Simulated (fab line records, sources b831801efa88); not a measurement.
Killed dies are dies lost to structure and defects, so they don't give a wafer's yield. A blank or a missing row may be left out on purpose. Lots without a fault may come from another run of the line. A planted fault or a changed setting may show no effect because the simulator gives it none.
Which tool did it? | flow gf180mcu | 24 lots, 72 wafers sampled, at 5 steps of a route of 602

WHAT THE GAUGES READ, wafer by wafer
GF_MIM_RS_MEAS_10: measures by four-point-probe. Usual: MIM_ALCU_RS 0.1595 ohm/sq, standard deviation 0.0018.
lot  | measured     | on            | MIM_ALCU_RS (ohm/sq) | flag
L074 | day 24 20:03 | film_metro-03 | 0.1594 0.1575 0.1606 |
L075 | day 25 06:37 | film_metro-04 | 0.1580 0.1597 0.1574 |
L077 | day 25 07:54 | film_metro-03 | 0.1603 0.1609 0.1612 |
L076 | day 25 11:38 | film_metro-02 | 0.1582 0.1589 0.1580 |
L078 | day 25 23:20 | film_metro-02 | 0.1579 0.1589 0.1562 |
L079 | day 26 05:10 | film_metro-02 | 0.1586 0.1589 0.1631 |
L080 | day 26 18:04 | film_metro-03 | 0.1603 0.1612 0.1595 |
L081 | day 26 20:43 | film_metro-04 | 0.1587 0.1557 0.1576 |
L082 | day 27 11:53 | film_metro-03 | 0.1584 0.1574 0.1595 |
L083 | day 27 18:20 | film_metro-02 | 0.1617 0.1624 0.1615 |
L084 | day 27 23:31 | film_metro-02 | 0.1630 0.1594 0.1629 |
L085 | day 28 08:32 | film_metro-04 | 0.1580 0.1606 0.1589 |
L086 | day 28 14:49 | film_metro-04 | 0.1577 0.1588 0.1587 |
L087 | day 29 01:31 | film_metro-04 | 0.1595 0.1587 0.1588 |
L089 | day 29 13:23 | film_metro-03 | 0.1579 0.1590 0.1573 |
L088 | day 29 15:23 | film_metro-03 | 0.1593 0.1601 0.1595 |
L091 | day 30 02:38 | film_metro-04 | 0.1599 0.1598 0.1589 |
L090 | day 30 04:30 | film_metro-04 | 0.1609 0.1616 0.1602 |
L092 | day 30 13:19 | film_metro-02 | 0.1593 0.1600 0.1593 |
L093 | day 30 19:18 | film_metro-04 | 0.1609 0.1625 0.1626 |
L095 | day 30 22:04 | film_metro-04 | 0.1567 0.1547 0.1543 |
L094 | day 30 23:59 | film_metro-03 | 0.1620 0.1632 0.1619 |
L096 | day 31 08:56 | film_metro-03 | 0.1570 0.1581 0.1578 |
L097 | day 31 15:38 | film_metro-04 | 0.1570 0.1608 0.1567 |

GF_V5_BOW_MEAS_05. Usual: V5_BOW 134 um, standard deviation 10.
lot  | measured     | on            | V5_BOW (um) | flag
L074 | day 26 17:27 | film_metro-03 | 118 116 123 |
L075 | day 27 02:32 | film_metro-02 | 145 132 141 |
L077 | day 27 03:11 | film_metro-02 | 135 137 144 |
L076 | day 27 07:08 | film_metro-03 | 134 142 141 |
L078 | day 27 18:13 | film_metro-03 | 135 143 135 |
L079 | day 27 23:52 | film_metro-01 | 131 146 130 |
L080 | day 28 11:58 | film_metro-01 | 141 150 133 |
L081 | day 28 15:22 | film_metro-01 | 140 152 156 |
L082 | day 29 04:59 | film_metro-01 | 150 150 157 |
L083 | day 29 11:35 | film_metro-03 | 145 148 147 |
L084 | day 29 15:46 | film_metro-01 | 129 124 121 |
L085 | day 30 01:04 | film_metro-02 | 147 136 140 |
L086 | day 30 07:01 | film_metro-01 | 148 146 141 |
L087 | day 30 16:30 | film_metro-03 | 142 143 131 |
L089 | day 31 03:19 | film_metro-03 | 132 133 130 |
L088 | day 31 05:11 | film_metro-01 | 141 141 139 |
L091 | day 31 14:43 | film_metro-01 | 132 122 132 |
L090 | day 31 16:37 | film_metro-01 | 135 137 120 |
L092 | day 32 02:23 | film_metro-02 | 138 127 131 |
L093 | day 32 07:12 | film_metro-02 | 111 129 125 |
L095 | day 32 09:43 | film_metro-03 | 120 114 122 |
L094 | day 32 11:59 | film_metro-03 | 134 140 143 |
L096 | day 32 19:53 | film_metro-03 | 124 123 113 |
L097 | day 33 02:26 | film_metro-03 | 139 136 135 |

WHICH TOOL RAN EACH LOT (tool, then ch and the chambers of the sampled wafers, then the start)
lot  | GF_M1_METAL_ETCH_16               | GF_V3_ETCH_16                      | GF_V3_SPUTTER_21
L074 | rie_metal-03 ch 0,1, day 17 11:01 | rie_diel-04 ch 1,2,3, day 22 18:09 | pvd_sputter-01, day 22 18:49
L075 | rie_metal-01 ch 1, day 17 15:17   | rie_diel-02 ch 1,3, day 23 04:49   | pvd_sputter-03, day 23 05:29
L077 | rie_metal-03 ch 0,1, day 18 01:00 | rie_diel-04 ch 0,1,3, day 23 06:40 | pvd_sputter-03, day 23 07:21
L076 | rie_metal-01 ch 0,1, day 18 03:30 | rie_diel-04 ch 0,1,2, day 23 10:19 | pvd_sputter-01, day 23 10:59
L078 | rie_metal-04 ch 0,1, day 18 17:19 | rie_diel-02 ch 0,3, day 23 23:19   | pvd_sputter-04, day 23 23:58
L079 | rie_metal-03 ch 0,1, day 19 00:31 | rie_diel-02 ch 0,1,2, day 24 04:03 | pvd_sputter-04, day 24 04:43
L080 | rie_metal-03 ch 0,1, day 19 12:21 | rie_diel-01 ch 2,3, day 24 17:13   | pvd_sputter-01, day 24 17:55
L081 | rie_metal-03 ch 0,1, day 19 18:28 | rie_diel-04 ch 0,1,3, day 24 21:25 | pvd_sputter-01, day 24 22:04
L082 | rie_metal-03 ch 0,1, day 20 10:33 | rie_diel-01 ch 1,2, day 25 12:36   | pvd_sputter-01, day 25 13:16
L083 | rie_metal-01 ch 0,1, day 20 19:12 | rie_diel-02 ch 0,1,3, day 25 20:04 | pvd_sputter-03, day 25 20:43
L084 | rie_metal-03 ch 0,1, day 20 22:57 | rie_diel-02 ch 0,1,3, day 26 01:22 | pvd_sputter-03, day 26 02:02
L085 | rie_metal-01 ch 1, day 21 10:45   | rie_diel-04 ch 0,1, day 26 10:27   | pvd_sputter-03, day 26 11:07
L086 | rie_metal-01 ch 0,1, day 21 19:06 | rie_diel-04 ch 1,2,3, day 26 17:10 | pvd_sputter-04, day 26 17:49
L087 | rie_metal-04 ch 0,1, day 22 07:14 | rie_diel-01 ch 0,3, day 27 04:01   | pvd_sputter-03, day 27 04:40
L089 | rie_metal-01 ch 0,1, day 22 22:33 | rie_diel-04 ch 1,2, day 27 17:55   | pvd_sputter-04, day 27 18:35
L088 | rie_metal-04 ch 0,1, day 22 23:35 | rie_diel-04 ch 2,3, day 27 19:13   | pvd_sputter-01, day 27 19:56
L091 | rie_metal-03 ch 0,1, day 23 13:30 | rie_diel-04 ch 0,1,3, day 28 07:07 | pvd_sputter-03, day 28 07:46
L090 | rie_metal-03 ch 0,1, day 23 15:15 | rie_diel-01 ch 0,2,3, day 28 08:58 | pvd_sputter-04, day 28 09:37
L092 | rie_metal-04 ch 0,1, day 24 01:33 | rie_diel-02 ch 0,1,2, day 28 18:15 | pvd_sputter-04, day 28 18:55
L093 | rie_metal-04 ch 0, day 24 11:10   | rie_diel-04 ch 0,3, day 29 01:42   | pvd_sputter-01, day 29 02:22
L095 | rie_metal-03 ch 0, day 24 12:36   | rie_diel-02 ch 1,2,3, day 29 04:40 | pvd_sputter-04, day 29 05:19
L094 | rie_metal-04 ch 0,1, day 24 15:24 | rie_diel-04 ch 1,3, day 29 05:25   | pvd_sputter-01, day 29 06:06
L096 | rie_metal-01 ch 0,1, day 25 02:51 | rie_diel-02 ch 1,3, day 29 15:36   | pvd_sputter-01, day 29 16:16
L097 | rie_metal-01 ch 0,1, day 25 11:15 | rie_diel-02 ch 0,1, day 29 23:16   | pvd_sputter-01, day 29 23:57
- GF_M1_METAL_ETCH_16: etches the open film in Cl2/BCl3, stops on SiO2, target depth 750.8 nm, time 125.1 s.
- GF_V3_ETCH_16: etches BARC in N2/H2.
- GF_V3_SPUTTER_21: material Ti, target thk 15 nm, time 80.02 s.

WHAT THE TOOLS THEMSELVES READ (means of the sampled wafers that have a number; where no wafer has one, the mark that the record gives instead)
GF_M1_METAL_ETCH_16. Usual: drypump_motor_current_A 5.8 A, standard deviation 0.49; he_backside_leak_sccm 3.24 sccm, standard deviation 0.25; oes_product_au 0.987 a.u., standard deviation 0.0059; rf_fwd_power_W 796.8 W, standard deviation 2.5; throttle_valve_pct 28.234 %, standard deviation 0.01.
lot  | tool         | drypump_motor_current_A (A) | he_backside_leak_sccm (sccm) | oes_product_au (a.u.) | rf_fwd_power_W (W) | throttle_valve_pct (%) | flag
L074 | rie_metal-03 | 5.5                         | 3.09                         | 0.987                 | 794.0              | 28.236                 |
L075 | rie_metal-01 | 5.3                         | 3.27                         | 0.990                 | 797.7              | 28.237                 |
L077 | rie_metal-03 | 5.7                         | 3.17                         | 0.989                 | 796.4              | 28.223                 |
L076 | rie_metal-01 | 5.6                         | 3.22                         | 0.979                 | 799.0              | 28.240                 |
L078 | rie_metal-04 | 6.5                         | 3.33                         | 0.989                 | 796.4              | 28.240                 |
L079 | rie_metal-03 | 5.7                         | 3.32                         | 0.988                 | 795.7              | 28.234                 |
L080 | rie_metal-03 | 5.7                         | 3.34                         | 0.993                 | 797.5              | 28.239                 |
L081 | rie_metal-03 | 5.7                         | 3.22                         | 0.987                 | 796.5              | 28.234                 |
L082 | rie_metal-03 | 5.5                         | 3.11                         | 0.987                 | 797.2              | 28.235                 |
L083 | rie_metal-01 | 5.4                         | 3.28                         | 0.983                 | 799.7              | 28.242                 |
L084 | rie_metal-03 | 5.7                         | 3.39                         | 0.982                 | 794.8              | 28.242                 |
L085 | rie_metal-01 | 5.3                         | 3.15                         | 0.984                 | 798.9              | 28.228                 |
L086 | rie_metal-01 | 5.4                         | 3.30                         | 0.988                 | 796.6              | 28.245                 |
L087 | rie_metal-04 | 6.6                         | 3.30                         | 0.983                 | 794.9              | 28.240                 |
L089 | rie_metal-01 | 5.4                         | 3.13                         | 0.983                 | 798.4              | 28.235                 |
L088 | rie_metal-04 | 6.4                         | 3.04                         | 0.991                 | 798.1              | 28.227                 |
L091 | rie_metal-03 | 5.7                         | 3.28                         | 0.986                 | 793.9              | 28.241                 |
L090 | rie_metal-03 | 5.5                         | 3.14                         | 0.992                 | 797.3              | 28.235                 |
L092 | rie_metal-04 | 6.4                         | 3.86                         | 0.987                 | 794.3              | 28.228                 |
L093 | rie_metal-04 | 6.8                         | 3.24                         | 0.992                 | 796.1              | 28.222                 |
L095 | rie_metal-03 | 5.9                         | 3.53                         | 0.993                 | 798.3              | 28.229                 |
L094 | rie_metal-04 | 6.4                         | 3.60                         | 0.980                 | 795.4              | 28.242                 |
L096 | rie_metal-01 | 5.6                         | 2.96                         | 0.988                 | 797.9              | 28.234                 |
L097 | rie_metal-01 | 5.4                         | 3.21                         | 0.987                 | 797.4              | 28.231                 |

GF_V3_ETCH_16. Usual: drypump_motor_current_A 6.1 A, standard deviation 0.45; oes_product_au 0.854 a.u., standard deviation 0.0045; rf_fwd_power_W 494.4 W, standard deviation 2; throttle_valve_pct 13.224 %, standard deviation 0.0091.
lot  | tool        | drypump_motor_current_A (A) | oes_product_au (a.u.) | rf_fwd_power_W (W) | throttle_valve_pct (%) | flag
L074 | rie_diel-04 | 6.3                         | 0.853                 | 495.1              | 13.221                 |
L075 | rie_diel-02 | 6.1                         | 0.853                 | 493.9              | 13.218                 |
L077 | rie_diel-04 | 6.1                         | 0.855                 | 493.4              | 13.218                 |
L076 | rie_diel-04 | 5.9                         | 0.852                 | 496.1              | 13.219                 |
L078 | rie_diel-02 | 6.4                         | 0.858                 | 494.8              | 13.227                 |
L079 | rie_diel-02 | 6.1                         | 0.853                 | 493.6              | 13.222                 |
L080 | rie_diel-01 | 5.4                         | 0.852                 | 493.3              | 13.223                 |
L081 | rie_diel-04 | 6.1                         | 0.854                 | 495.8              | 13.230                 |
L082 | rie_diel-01 | 5.4                         | 0.854                 | 493.6              | 13.231                 |
L083 | rie_diel-02 | 6.0                         | 0.860                 | 493.4              | 13.222                 |
L084 | rie_diel-02 | 6.1                         | 0.850                 | 493.1              | 13.226                 |
L085 | rie_diel-04 | 5.7                         | 0.855                 | 493.6              | 13.218                 |
L086 | rie_diel-04 | 6.3                         | 0.855                 | 493.3              | 13.215                 |
L087 | rie_diel-01 | 5.8                         | 0.858                 | 495.4              | 13.216                 |
L089 | rie_diel-04 | 6.3                         | 0.856                 | 496.4              | 13.233                 |
L088 | rie_diel-04 | 6.3                         | 0.854                 | 495.0              | 13.220                 |
L091 | rie_diel-04 | 6.1                         | 0.856                 | 493.7              | 13.230                 |
L090 | rie_diel-01 | 5.7                         | 0.857                 | 494.1              | 13.223                 |
L092 | rie_diel-02 | 6.1                         | 0.853                 | 494.1              | 13.231                 |
L093 | rie_diel-04 | 5.7                         | 0.853                 | 492.3              | 13.224                 |
L095 | rie_diel-02 | 6.1                         | 0.855                 | 494.4              | 13.223                 |
L094 | rie_diel-04 | 6.4                         | 0.850                 | 493.5              | 13.221                 |
L096 | rie_diel-02 | 6.1                         | 0.856                 | 493.0              | 13.216                 |
L097 | rie_diel-02 | 5.8                         | 0.857                 | 495.7              | 13.223                 |

GF_V3_SPUTTER_21. Usual: throttle_valve_pct 29.6 %, standard deviation 1.1.
lot  | tool           | throttle_valve_pct (%) | flag
L074 | pvd_sputter-01 | 30.1                   |
L075 | pvd_sputter-03 | 29.6                   |
L077 | pvd_sputter-03 | 29.9                   |
L076 | pvd_sputter-01 | 30.2                   |
L078 | pvd_sputter-04 | 29.3                   |
L079 | pvd_sputter-04 | 29.2                   |
L080 | pvd_sputter-01 | 30.4                   |
L081 | pvd_sputter-01 | 30.5                   |
L082 | pvd_sputter-01 | 31.0                   |
L083 | pvd_sputter-03 | 29.2                   |
L084 | pvd_sputter-03 | 29.0                   |
L085 | pvd_sputter-03 | 29.9                   |
L086 | pvd_sputter-04 | 29.1                   |
L087 | pvd_sputter-03 | 29.5                   |
L089 | pvd_sputter-04 | 28.6                   |
L088 | pvd_sputter-01 | 29.3                   |
L091 | pvd_sputter-03 | 29.2                   |
L090 | pvd_sputter-04 | 29.0                   |
L092 | pvd_sputter-04 | 29.3                   |
L093 | pvd_sputter-01 | 28.9                   |
L095 | pvd_sputter-04 | 29.2                   |
L094 | pvd_sputter-01 | 30.2                   |
L096 | pvd_sputter-01 | 30.3                   |
L097 | pvd_sputter-01 | 31.1                   |

THE ANSWER, worked out from the rows above alone
Rule: a lot is off if the mean of its wafers that have a number lies more than 3 standard deviations from the usual mean. A lot without any number at a reading at which 4 lots or more have one is off too. The other lots that the step has rows for count as sound. The gauges are gone through in route order, then the tools' own readings, and for those a lot's mean is taken as printed above. The first step at which some lot is off is used, and at that step the reading that is off furthest; a lot without a number counts as furthest.
No lot is off at any reading shown: from this, nothing can be told.

WHAT THE SIMULATOR HAD PUT IN
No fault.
